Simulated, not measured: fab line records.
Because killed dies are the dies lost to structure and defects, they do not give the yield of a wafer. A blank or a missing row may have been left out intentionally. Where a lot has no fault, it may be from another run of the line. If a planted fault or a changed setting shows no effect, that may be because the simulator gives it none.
Struck lot and sound lot, side by side :: flow gf180mcu :: 18 steps out of a route of 602
Sound: wafers L201.1, L201.3, L201.4. The struck wafers were L206.1, L206.2, L206.5. The cause is given at the end.
Order at every step that has rows: each side's tool, ch and its chambers, its first start. Under that, the readings that differ: sound wafers :: struck wafers :: difference of the means :: sigmas: that difference in standard deviations of wafers without a fault.
alike: readings whose means differ by less than 2 such deviations, and words and numbers that are the same on both sides. not compared: withheld readings, readings that some wafer has no value for, bounds like >300 that may hide the same value, and numbers for which the record gives no deviation and whose values overlap.
The two part at a step that has a row with sigmas, a row that says differs or no value, or rows on one side only. Non-overlapping numbers with no deviation appear without sigmas and do not part them. A reading that every wafer of one side lacks parts them only if that side has two wafers or more.

first, 1 step without rows for these wafers: GF_PSD_CLEAN_12 (cleans in SC1/SC2, time 150 s).
GF_PSD_RTA_13: time 20 s.
  sound on rtpAnneal-02 ch 0, day 16 16:08; struck on rtpAnneal-01 ch 0, day 18 15:23
reading: lampPowerPct (%)
sound: 32.1 32.0 32.0
struck: 27.2 27.2 27.2
difference: -4.8
sigmas: -2
  alike: wafer_temp_C_max
GF_PSD_RS_MEAS_14: a four-point-probe measurement.
  sound on filmMetro-03, day 16 16:13; struck on filmMetro-04, day 18 15:28
  alike: NSD_RS
GF_PSD_RS_MEAS_15: a four-point-probe measurement.
  sound on filmMetro-03, day 16 16:20; struck on filmMetro-04, day 18 15:35
  alike: PSD_RS
GF_SAB_CVD_00: deposits SiO2 from TEOS, target thk 50 nm, time 4.9302 s.
  sound on pecvd-04 ch 0,1, day 16 16:28; struck on pecvd-02 ch 1,2, day 18 15:42
  alike: heaterPowerOuterW, heaterPowerW
GF_SAB_THK_MEAS_01:
  sound on filmMetro-01, day 16 16:29; struck on filmMetro-03, day 18 15:43
  alike: SAB_CVD_00_THK
then, 6 steps without rows for these wafers: GF_SAB_DEHYDRATE_02 (time 60 s); GF_SAB_HMDS_03 (prime time 60 s); GF_SAB_COAT_04 (resist thk 1000 nm); GF_SAB_SOFTBAKE_05 (time 60 s); GF_SAB_EXPOSE_06 (exposes mask SAB, target cd 420 nm); GF_SAB_PEB_07.
GF_SAB_DEVELOP_08: develop time 60 s.
  sound on lithoTrack-03 ch 0, day 17 14:33; struck on lithoTrack-03 ch 0, day 19 16:00
GF_SAB_CD_MEAS_09 targets a cd of 420 nm.
  sound on cdSem-01, day 17 14:42; struck on cdSem-02, day 19 16:09
  alike: cdNm
GF_SAB_OVL_MEAS_10:
  sound on overlay-02, day 17 14:49; struck on overlay-01, day 19 16:16
  alike: SAB_OVL
GF_SAB_ETCH_11: etches SiO2 in C4F8/O2/Ar, target depth 55 nm, time 8.5 s.
  sound on rieDiel-03 ch 0,1,3, day 17 14:52; struck on rieDiel-03 ch 0,1,3, day 19 16:19
reading: model.SAB.cdNm (nm)
sound: 419.1 418.8 418.1
struck: 417.8 417 415.3
difference: -2.0
sigmas: 
  alike: biasW, oesProductAu
  not compared: rfHoursCounterH
then, 2 steps without rows for these wafers: GF_SAB_WET_ETCH_12 (etches SiO2 in dHF, target depth 22 nm, time 440 s); GF_PASSIVATION_PROBE_99.

WHERE THEY PART
Within this record, at GF_PSD_RTA_13 only. Later steps at which nothing parts them and some readings are alike: GF_PSD_RS_MEAS_14, GF_PSD_RS_MEAS_15, GF_SAB_CVD_00, GF_SAB_THK_MEAS_01, GF_SAB_CD_MEAS_09, GF_SAB_OVL_MEAS_10, GF_SAB_ETCH_11.

WHY: the cause the simulator had injected
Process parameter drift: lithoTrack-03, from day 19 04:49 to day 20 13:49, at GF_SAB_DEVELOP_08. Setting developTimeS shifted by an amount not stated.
